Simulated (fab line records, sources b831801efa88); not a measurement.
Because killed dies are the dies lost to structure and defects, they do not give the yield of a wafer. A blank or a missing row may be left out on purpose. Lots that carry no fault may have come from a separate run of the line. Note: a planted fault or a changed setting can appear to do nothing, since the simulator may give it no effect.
Which tool was responsible? :: flow gf180mcu :: 14 lots with 42 wafers sampled at 3 steps, on a route of 602 steps

## WHAT THE GAUGES READ, wafer by wafer
GF_M2_THK_MEAS_06: measures by xrf. Usual: for M2_ALCU_THK the level is 453 nm and the standard deviation is 5.5.
lot: L688
measured: day 18 12:52
on: film_metro-04
M2_ALCU_THK (nm): 457 451 452
flag: 

lot: L689
measured: day 18 21:12
on: film_metro-04
M2_ALCU_THK (nm): 452 449 455
flag: 

lot: L691
measured: day 19 09:31
on: film_metro-03
M2_ALCU_THK (nm): 456 454 460
flag: 

lot: L692
measured: day 20 02:44
on: film_metro-04
M2_ALCU_THK (nm): 450 454 464
flag: 

lot: L693
measured: day 20 06:31
on: film_metro-04
M2_ALCU_THK (nm): 445 447 445
flag: 

lot: L694
measured: day 20 18:43
on: film_metro-04
M2_ALCU_THK (nm): 461 458 459
flag: 

lot: L695
measured: day 21 02:28
on: film_metro-04
M2_ALCU_THK (nm): 452 461 451
flag: 

lot: L696
measured: day 21 08:48
on: film_metro-04
M2_ALCU_THK (nm): 453 450 449
flag: 

lot: L700
measured: day 22 18:09
on: film_metro-01
M2_ALCU_THK (nm): 446 445 452
flag: 

lot: L703
measured: day 23 23:31
on: film_metro-04
M2_ALCU_THK (nm): 460 450 455
flag: 

lot: L705
measured: day 24 12:36
on: film_metro-04
M2_ALCU_THK (nm): 454 447 459
flag: 

lot: L707
measured: day 25 04:35
on: film_metro-03
M2_ALCU_THK (nm): 451 453 447
flag: 

lot: L710
measured: day 26 09:24
on: film_metro-04
M2_ALCU_THK (nm): 459 456 457
flag: 

lot: L711
measured: day 26 11:14
on: film_metro-01
M2_ALCU_THK (nm): 448 448 447
flag: 

## WHAT TOOL EACH LOT RAN ON (gives the tool, then ch and the chambers of the sampled wafers, and finally the start)
lot: L688
GF_VT_IMPLANT_IMPLANT_41: implanter-01 ch 0, day 7 16:14
GF_V1_STRIP_18: plasma_asher-02 ch 0,1, day 18 11:17

lot: L689
GF_VT_IMPLANT_IMPLANT_41: implanter-02 ch 0, day 7 23:52
GF_V1_STRIP_18: plasma_asher-03 ch 0,1, day 18 19:32

lot: L691
GF_VT_IMPLANT_IMPLANT_41: implanter-02 ch 0, day 8 10:07
GF_V1_STRIP_18: plasma_asher-03 ch 0,1, day 19 07:56

lot: L692
GF_VT_IMPLANT_IMPLANT_41: implanter-02 ch 0, day 8 17:29
GF_V1_STRIP_18: plasma_asher-02 ch 0,1, day 20 01:10

lot: L693
GF_VT_IMPLANT_IMPLANT_41: implanter-01 ch 0, day 9 00:01
GF_V1_STRIP_18: plasma_asher-02 ch 0, day 20 04:56

lot: L694
GF_VT_IMPLANT_IMPLANT_41: implanter-03 ch 0, day 9 07:07
GF_V1_STRIP_18: plasma_asher-01 ch 0,1, day 20 17:10

lot: L695
GF_VT_IMPLANT_IMPLANT_41: implanter-02 ch 0, day 9 12:41
GF_V1_STRIP_18: plasma_asher-02 ch 0,1, day 21 00:53

lot: L696
GF_VT_IMPLANT_IMPLANT_41: implanter-03 ch 0, day 9 19:08
GF_V1_STRIP_18: plasma_asher-01 ch 0,1, day 21 07:14

lot: L700
GF_VT_IMPLANT_IMPLANT_41: implanter-01 ch 0, day 10 20:50
GF_V1_STRIP_18: plasma_asher-01 ch 0,1, day 22 16:14

lot: L703
GF_VT_IMPLANT_IMPLANT_41: implanter-02 ch 0, day 11 22:28
GF_V1_STRIP_18: plasma_asher-01 ch 0,1, day 23 21:56

lot: L705
GF_VT_IMPLANT_IMPLANT_41: implanter-02 ch 0, day 12 11:10
GF_V1_STRIP_18: plasma_asher-02 ch 0,1, day 24 11:01

lot: L707
GF_VT_IMPLANT_IMPLANT_41: implanter-01 ch 0, day 12 22:56
GF_V1_STRIP_18: plasma_asher-03 ch 0,1, day 25 02:28

lot: L710
GF_VT_IMPLANT_IMPLANT_41: implanter-03 ch 0, day 14 03:46
GF_V1_STRIP_18: plasma_asher-02 ch 0,1, day 26 07:50

lot: L711
GF_VT_IMPLANT_IMPLANT_41: implanter-01 ch 0, day 14 05:25
GF_V1_STRIP_18: plasma_asher-03 ch 0,1, day 26 09:34
- GF_VT_IMPLANT_IMPLANT_41
- GF_V1_STRIP_18: strips in O2/N2.

## AS READ BY THE TOOLS THEMSELVES (means over the sampled wafers that have a number; for cases with no such wafer, the mark the record gives instead)
GF_VT_IMPLANT_IMPLANT_41. Usual: dose_ions_cm2 1.0132e+12, standard deviation 9.5e+08; faraday_current_uA 5.72, standard deviation 0.12.
lot: L688
tool: implanter-01
dose_ions_cm2: 1.0124e+12
faraday_current_uA: 5.74
flag: 

lot: L689
tool: implanter-02
dose_ions_cm2: 1.0129e+12
faraday_current_uA: 5.62
flag: 

lot: L691
tool: implanter-02
dose_ions_cm2: 1.0124e+12
faraday_current_uA: 5.71
flag: 

lot: L692
tool: implanter-02
dose_ions_cm2: 1.0150e+12
faraday_current_uA: 5.71
flag: 

lot: L693
tool: implanter-01
dose_ions_cm2: 1.0143e+12
faraday_current_uA: 5.69
flag: 

lot: L694
tool: implanter-03
dose_ions_cm2: 1.0129e+12
faraday_current_uA: 5.76
flag: 

lot: L695
tool: implanter-02
dose_ions_cm2: 1.0134e+12
faraday_current_uA: 5.64
flag: 

lot: L696
tool: implanter-03
dose_ions_cm2: 1.0127e+12
faraday_current_uA: 5.69
flag: 

lot: L700
tool: implanter-01
dose_ions_cm2: 1.0144e+12
faraday_current_uA: 5.73
flag: 

lot: L703
tool: implanter-02
dose_ions_cm2: 1.0832e+12
faraday_current_uA: 6.15
flag: OFF

lot: L705
tool: implanter-02
dose_ions_cm2: 1.0829e+12
faraday_current_uA: 6.19
flag: OFF

lot: L707
tool: implanter-01
dose_ions_cm2: 1.0135e+12
faraday_current_uA: 5.70
flag: 

lot: L710
tool: implanter-03
dose_ions_cm2: 1.0120e+12
faraday_current_uA: 5.75
flag: 

lot: L711
tool: implanter-01
dose_ions_cm2: 1.0128e+12
faraday_current_uA: 5.67
flag: 

GF_V1_STRIP_18. Usual: drypump_motor_current_A 5.7 A, standard deviation 0.32; heater_power_w 344 W, standard deviation 28; oes_product_au 0.593 a.u., standard deviation 0.0046.
lot: L688
tool: plasma_asher-02
drypump_motor_current_A (A): 5.5
heater_power_w (W): 364
oes_product_au (a.u.): 0.587
flag: 

lot: L689
tool: plasma_asher-03
drypump_motor_current_A (A): 5.7
heater_power_w (W): 337
oes_product_au (a.u.): 0.591
flag: 

lot: L691
tool: plasma_asher-03
drypump_motor_current_A (A): 5.7
heater_power_w (W): 331
oes_product_au (a.u.): 0.593
flag: 

lot: L692
tool: plasma_asher-02
drypump_motor_current_A (A): 5.6
heater_power_w (W): 337
oes_product_au (a.u.): 0.590
flag: 

lot: L693
tool: plasma_asher-02
drypump_motor_current_A (A): 5.7
heater_power_w (W): 326
oes_product_au (a.u.): 0.592
flag: 

lot: L694
tool: plasma_asher-01
drypump_motor_current_A (A): 6.1
heater_power_w (W): 328
oes_product_au (a.u.): 0.592
flag: 

lot: L695
tool: plasma_asher-02
drypump_motor_current_A (A): 5.6
heater_power_w (W): 359
oes_product_au (a.u.): 0.589
flag: 

lot: L696
tool: plasma_asher-01
drypump_motor_current_A (A): 6.0
heater_power_w (W): 325
oes_product_au (a.u.): 0.594
flag: 

lot: L700
tool: plasma_asher-01
drypump_motor_current_A (A): 6.3
heater_power_w (W): 344
oes_product_au (a.u.): 0.593
flag: 

lot: L703
tool: plasma_asher-01
drypump_motor_current_A (A): 6.1
heater_power_w (W): 325
oes_product_au (a.u.): 0.596
flag: 

lot: L705
tool: plasma_asher-02
drypump_motor_current_A (A): 5.6
heater_power_w (W): 342
oes_product_au (a.u.): 0.585
flag: 

lot: L707
tool: plasma_asher-03
drypump_motor_current_A (A): 5.6
heater_power_w (W): 332
oes_product_au (a.u.): 0.595
flag: 

lot: L710
tool: plasma_asher-02
drypump_motor_current_A (A): 5.6
heater_power_w (W): 372
oes_product_au (a.u.): 0.594
flag: 

lot: L711
tool: plasma_asher-03
drypump_motor_current_A (A): 5.6
heater_power_w (W): 336
oes_product_au (a.u.): 0.594
flag: 

## THE ANSWER, worked out from the rows above alone
Rule: a lot counts as off when the mean over its wafers that have a number is more than 3 standard deviations away from the usual mean. Also off: a lot with no number at a reading for which 4 or more lots have one. All remaining lots with rows at the step are treated as sound. First the gauges in route order, then the tools' own readings, where a lot's mean is used as printed above. The first step at which some lot is off is used, and at that step the reading that is off furthest; a lot without a number counts as furthest.
Off: L703, L705, at GF_VT_IMPLANT_IMPLANT_41 (dose_ions_cm2).
If a tool, at that step or one of the process steps before it, ran each lot that is off and ran no sound lot following the first of them, it fits. One fits: GF_VT_IMPLANT_IMPLANT_41 on implanter-02. A fault onset in the window from L695 (day 9 12:41, its last sound lot) to L703 (day 11 22:28, its first lot off) fits.
The tool's own readings at GF_VT_IMPLANT_IMPLANT_41 bear it out: on the lots that are off they differ by more than 5 times the standard deviation of the sound lots' means. dose_ions_cm2 reads 1.0830e+12 there against 1.0132e+12 on the sound lots; faraday_current_uA reads 6.17 there against 5.70 on the sound lots.

## WHAT WAS PUT IN BY THE SIMULATOR
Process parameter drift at GF_VT_IMPLANT_IMPLANT_41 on implanter-02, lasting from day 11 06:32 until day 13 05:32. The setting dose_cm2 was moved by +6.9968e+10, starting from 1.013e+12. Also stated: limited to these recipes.
Lots struck among those shown: L703, L705. The rule above reached the same finding.
